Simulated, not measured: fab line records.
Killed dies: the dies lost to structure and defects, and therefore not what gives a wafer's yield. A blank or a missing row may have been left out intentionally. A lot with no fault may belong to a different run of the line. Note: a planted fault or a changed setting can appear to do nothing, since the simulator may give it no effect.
Check for tools in common -- flow sky130 -- 13 lots and 39 wafers in the sample

## WHY THIS WAS OPENED
At SKY_SONOS_ONO_THK_MEAS_05 the reading SONOS_ONO_CVD_04_THK is flagged on 3 of 13 lots. No-fault wafers: 5.69 nm, standard deviation 0.12.
Rule: a lot gets a flag if all its wafers with a number sit over 4 standard deviations from that mean, or if no wafer of it has a number. The rest of the lots are taken to be sound.

lot,measured,on,"SONOS_ONO_CVD_04_THK (nm), wafer by wafer",flag
L893,day 11 17:06,film metro-04,5.82 5.95 5.87,
L894,day 11 18:22,film metro-02,5.71 5.70 5.61,
L898,day 13 09:36,film metro-04,8.49 8.66 8.54,FLAGGED
L899,day 13 09:36,film metro-02,8.39 8.38 8.47,FLAGGED
L900,day 13 18:53,film metro-02,8.41 8.59 8.59,FLAGGED
L904,day 17 09:45,film metro-02,5.48 5.50 5.41,
L905,day 17 14:47,film metro-02,5.54 5.53 5.58,
L907,day 17 14:48,film metro-04,5.80 5.80 5.76,
L906,day 17 17:12,film metro-03,5.75 5.63 5.85,
L909,day 17 17:12,film metro-04,5.82 5.79 5.80,
L910,day 17 23:01,film metro-04,5.71 5.70 5.69,
L912,day 18 06:31,film metro-03,5.83 5.90 5.82,
L913,day 18 12:59,film metro-04,5.69 5.83 5.85,
The numbers of the flagged lots are 8.50 nm on average: +2.81 nm against the usual, or +23 standard deviations.

## TOOL THAT RAN EACH LOT
The record holds 2 process steps before the reading, out of a route of 708 steps. Cell contents, in order: the tool; ch with the chambers the sampled wafers went through; the start.
lot,flag,SKY_NWELL_RTA_28,SKY_SONOS_ONO_CVD_04
L893,,"rtp anneal-01 ch 0, day 5 09:11","lpcvd-03 ch 0, day 11 15:12"
L894,,"rtp anneal-02 ch 0, day 5 14:45","lpcvd-03 ch 1, day 11 17:05"
L898,FLAGGED,"rtp anneal-02 ch 0, day 6 17:23","lpcvd-03 ch 0, day 13 07:43"
L899,FLAGGED,"rtp anneal-01 ch 0, day 6 18:02","lpcvd-03 ch 0, day 13 07:43"
L900,FLAGGED,"rtp anneal-02 ch 0, day 6 23:53","lpcvd-03 ch 1, day 13 17:38"
L904,,"rtp anneal-01 ch 0, day 9 18:51","lpcvd-03 ch 0, day 17 07:52"
L905,,"rtp anneal-01 ch 0, day 9 20:53","lpcvd-03 ch 0, day 17 13:32"
L907,,"rtp anneal-02 ch 0, day 9 19:48","lpcvd-03 ch 0, day 17 13:32"
L906,,"rtp anneal-01 ch 0, day 9 22:36","lpcvd-03 ch 1, day 17 15:57"
L909,,"rtp anneal-02 ch 0, day 9 21:54","lpcvd-03 ch 0, day 17 15:57"
L910,,"rtp anneal-02 ch 0, day 10 03:02","lpcvd-03 ch 1, day 17 21:46"
L912,,"rtp anneal-02 ch 0, day 10 10:13","lpcvd-03 ch 0, day 18 05:16"
L913,,"rtp anneal-02 ch 0, day 10 13:53","lpcvd-03 ch 0, day 18 11:44"
What the steps here do:
- SKY_NWELL_RTA_28: time 30 s.
- SKY_SONOS_ONO_CVD_04: deposits SiO2 from SiH4/N2O, target thk 5.7199 nm.
- SKY_SONOS_ONO_THK_MEAS_05

## FLAGGED OVER TOTAL, TOOL BY TOOL (the gauges that took the reading come last)
step,tool,lots run,flagged,share of the flagged lots,sound lots run after its first flagged lot
SKY_NWELL_RTA_28,rtp anneal-01,5,1,some,"3 (L904,L905,L906)"
SKY_NWELL_RTA_28,rtp anneal-02,8,2,some,"5 (L907,L909,L910,L912,L913)"
SKY_SONOS_ONO_CVD_04,lpcvd-03,13,3,all,"8 (L904,L905,L907,L906,L909,L910,L912,L913)"
SKY_SONOS_ONO_THK_MEAS_05,film metro-02,5,2,some,"2 (L904,L905)"
SKY_SONOS_ONO_THK_MEAS_05,film metro-03,2,0,none,-
SKY_SONOS_ONO_THK_MEAS_05,film metro-04,6,1,some,"4 (L907,L909,L910,L913)"

## THE TABLE: WHAT IT ALLOWS
Rows of the table that ran each flagged lot: 1, that is lpcvd-03 at SKY_SONOS_ONO_CVD_04.
- lpcvd-03 at SKY_SONOS_ONO_CVD_04 ran 13 lots, 3 of them flagged. Sound lots followed the first flagged one (L904, L905, L907, L906, L909, L910, L912, L913) on it, something a lasting fault affecting the whole tool could not allow.
There is no row in the table that ran each flagged lot and no sound lot after the first.

## WHAT WAS PUT IN BY THE SIMULATOR
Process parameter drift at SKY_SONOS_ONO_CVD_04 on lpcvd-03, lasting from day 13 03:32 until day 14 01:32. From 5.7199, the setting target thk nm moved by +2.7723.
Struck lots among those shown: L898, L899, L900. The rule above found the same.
